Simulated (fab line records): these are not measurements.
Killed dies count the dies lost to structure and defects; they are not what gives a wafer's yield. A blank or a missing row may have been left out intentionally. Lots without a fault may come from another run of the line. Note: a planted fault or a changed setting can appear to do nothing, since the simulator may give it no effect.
Matching of chambers | flow gf180mcu | rie_si-01 running GF_POLY_GATE_ETCH_13: 4 sister chambers
The step etches poly-Si in HBr/Cl2, stops on SiO2, target depth 198.5 nm, time 69.6 s. 14 wafers are shown with their chamber, then 7 later ones without.

EACH WAFER AND ITS CHAMBER
wafer  | chamber | drypump_motor_current_A (A) | rf_fwd_power_W (W) | oes_product_au (a.u.)
L665.1 | 0       | 5.6                         | 396.9              | 0.990
L665.5 | 2       | 5.7                         | 396.9              | 0.986
L665.6 | 1       | 6.6                         | 399.0              | 0.997
L666.2 | 3       | 6.2                         | 393.7              | 0.992
L666.4 | 0       | 5.6                         | 397.0              | 0.999
L666.5 | 0       | 5.6                         | 396.1              | 0.980
L668.1 | 3       | 6.1                         | 393.0              | 0.984
L668.2 | 2       | 5.6                         | 395.7              | 0.995
L668.6 | 0       | 5.6                         | 396.1              | 1.005
L673.1 | 0       | 5.6                         | 396.4              | 0.997
L673.3 | 3       | 6.2                         | 394.9              | 0.989
L673.5 | 1       | 6.6                         | 396.6              | 1.007
L676.3 | 0       | 5.6                         | 396.5              | 0.996
L676.4 | 2       | 5.6                         | 397.5              | 0.987

SIGNATURES (means of the wafers above)
reading                 | chamber 0 | chamber 1 | chamber 2 | chamber 3 | scatter within a chamber
drypump_motor_current_A | 5.600     | 6.600     | 5.633     | 6.167     | 0.0365
rf_fwd_power_W          | 396.500   | 397.800   | 396.700   | 393.867   | 0.845
oes_product_au          | 0.99450   | 1.00200   | 0.98933   | 0.98833   | 0.00708
Rule: a wafer's distance from a chamber is the root of the sum, over the readings, of the square of ((its reading less the chamber's mean) divided by the reading's scatter). The wafer belongs to the nearest chamber; if the next one is less than 2 further off, it can't be placed. How the scatter is found: for the shown wafers, subtract from each reading the mean of its chamber, square and add these, divide the total by (wafers less chambers), then take the root.

WAFERS WITHOUT THEIR CHAMBER
wafer  | drypump_motor_current_A (A) | rf_fwd_power_W (W) | oes_product_au (a.u.)
L676.6 | 5.6                         | 395.4              | 0.984
L687.2 | 5.6                         | 397.1              | 0.988
L687.4 | 6.6                         | 398.8              | 1.004
L687.6 | 5.6                         | 396.1              | 0.996
L688.2 | 5.6                         | 395.4              | 0.999
L688.5 | 5.6                         | 397.5              | 0.983
L688.6 | 6.2                         | 393.7              | 0.991

WHICH CHAMBER EACH WENT THROUGH
wafer  | from the rows above     | in truth
L676.6 | can't be placed: 2 or 0 | 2
L687.2 | can't be placed: 2 or 0 | 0
L687.4 | 1                       | 1
L687.6 | can't be placed: 0 or 2 | 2
L688.2 | can't be placed: 0 or 2 | 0
L688.5 | can't be placed: 2 or 0 | 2
L688.6 | 3                       | 3
2 of 7 placed correctly. These rows do not allow placing 5 (true chamber among the candidates in 5). Placed wrongly: 0.
